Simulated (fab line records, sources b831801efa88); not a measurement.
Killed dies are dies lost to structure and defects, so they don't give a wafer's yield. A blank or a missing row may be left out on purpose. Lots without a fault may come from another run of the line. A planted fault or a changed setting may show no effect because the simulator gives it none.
Which tool did it? | flow sky130 | 15 lots, 45 wafers sampled, at 2 steps of a route of 708

WHAT THE GAUGES READ, wafer by wafer
SKY_METAL3_OVL_MEAS_14. Usual: METAL3_OVL 2 nm, standard deviation 5.2.
lot  | measured     | on         | METAL3_OVL (nm) | flag
L582 | day 39 01:21 | overlay-02 | 1 1 8           |
L583 | day 39 19:32 | overlay-02 | 10 -4 9         |
L585 | day 39 21:37 | overlay-01 | 7 2 11          |
L586 | day 40 17:55 | overlay-01 | 7 5 0           |
L589 | day 40 22:27 | overlay-01 | 4 1 4           |
L592 | day 41 21:50 | overlay-02 | -14 -8 -3       |
L593 | day 42 06:01 | overlay-01 | 7 6 10          |
L596 | day 43 05:15 | overlay-01 | -7 -3 -1        |
L597 | day 43 07:15 | overlay-02 | 0 1 4           |
L598 | day 43 13:47 | overlay-02 | -3 -3 2         |
L599 | day 43 14:55 | overlay-01 | 5 1 2           |
L600 | day 44 03:43 | overlay-01 | -5 8 0          |
L601 | day 44 06:39 | overlay-02 | -5 -2 -7        |
L602 | day 44 11:20 | overlay-02 | 1 -5 3          |
L605 | day 45 04:24 | overlay-02 | -2 2 3          |

SKY_CAP2M_OVL_MEAS_12. Usual: CAP2M_OVL 0.0 nm, standard deviation 1.5.
lot  | measured     | on         | CAP2M_OVL (nm) | flag
L582 | day 41 05:50 | overlay-01 | 1.2 0.1 2.3    |
L583 | day 42 06:47 | overlay-01 | 2.7 3.4 2.1    |
L585 | day 42 06:57 | overlay-02 | -1.3 -1.4 -1.4 |
L586 | day 42 21:26 | overlay-01 | 0.3 2.5 0.9    |
L589 | day 43 01:08 | overlay-02 | -2.4 -1.2 -1.2 |
L592 | day 43 23:59 | overlay-02 | -0.1 1.1 2.5   |
L593 | day 44 09:38 | overlay-01 | -0.1 -0.5 1.2  |
L596 | day 45 06:44 | overlay-01 | 2.0 1.2 1.8    |
L597 | day 45 08:38 | overlay-02 | -2.7 -4.4 -3.0 |
L598 | day 45 13:50 | overlay-01 | 2.6 0.0 0.9    |
L599 | day 45 15:38 | overlay-01 | 0.2 -0.5 1.5   |
L600 | day 46 02:38 | overlay-02 | -0.4 -0.8 -1.2 |
L601 | day 46 05:41 | overlay-01 | -1.5 0.7 0.1   |
L602 | day 46 09:35 | overlay-02 | -0.1 -0.9 -0.8 |
L605 | day 47 03:21 | overlay-02 | 0.5 -1.1 -0.7  |

WHICH TOOL RAN EACH LOT (tool, then ch and the chambers of the sampled wafers, then the start)
The record holds no process step before these readings.

WHAT THE TOOLS THEMSELVES READ (means of the sampled wafers that have a number; where no wafer has one, the mark that the record gives instead)
The record holds no such reading with a usual standard deviation.

THE ANSWER, worked out from the rows above alone
Rule: a lot is off if the mean of its wafers that have a number lies more than 3 standard deviations from the usual mean. A lot without any number at a reading at which 4 lots or more have one is off too. The other lots that the step has rows for count as sound. The gauges are gone through in route order, then the tools' own readings, and for those a lot's mean is taken as printed above. The first step at which some lot is off is used, and at that step the reading that is off furthest; a lot without a number counts as furthest.
No lot is off at any reading shown: from this, nothing can be told.

WHAT THE SIMULATOR HAD PUT IN
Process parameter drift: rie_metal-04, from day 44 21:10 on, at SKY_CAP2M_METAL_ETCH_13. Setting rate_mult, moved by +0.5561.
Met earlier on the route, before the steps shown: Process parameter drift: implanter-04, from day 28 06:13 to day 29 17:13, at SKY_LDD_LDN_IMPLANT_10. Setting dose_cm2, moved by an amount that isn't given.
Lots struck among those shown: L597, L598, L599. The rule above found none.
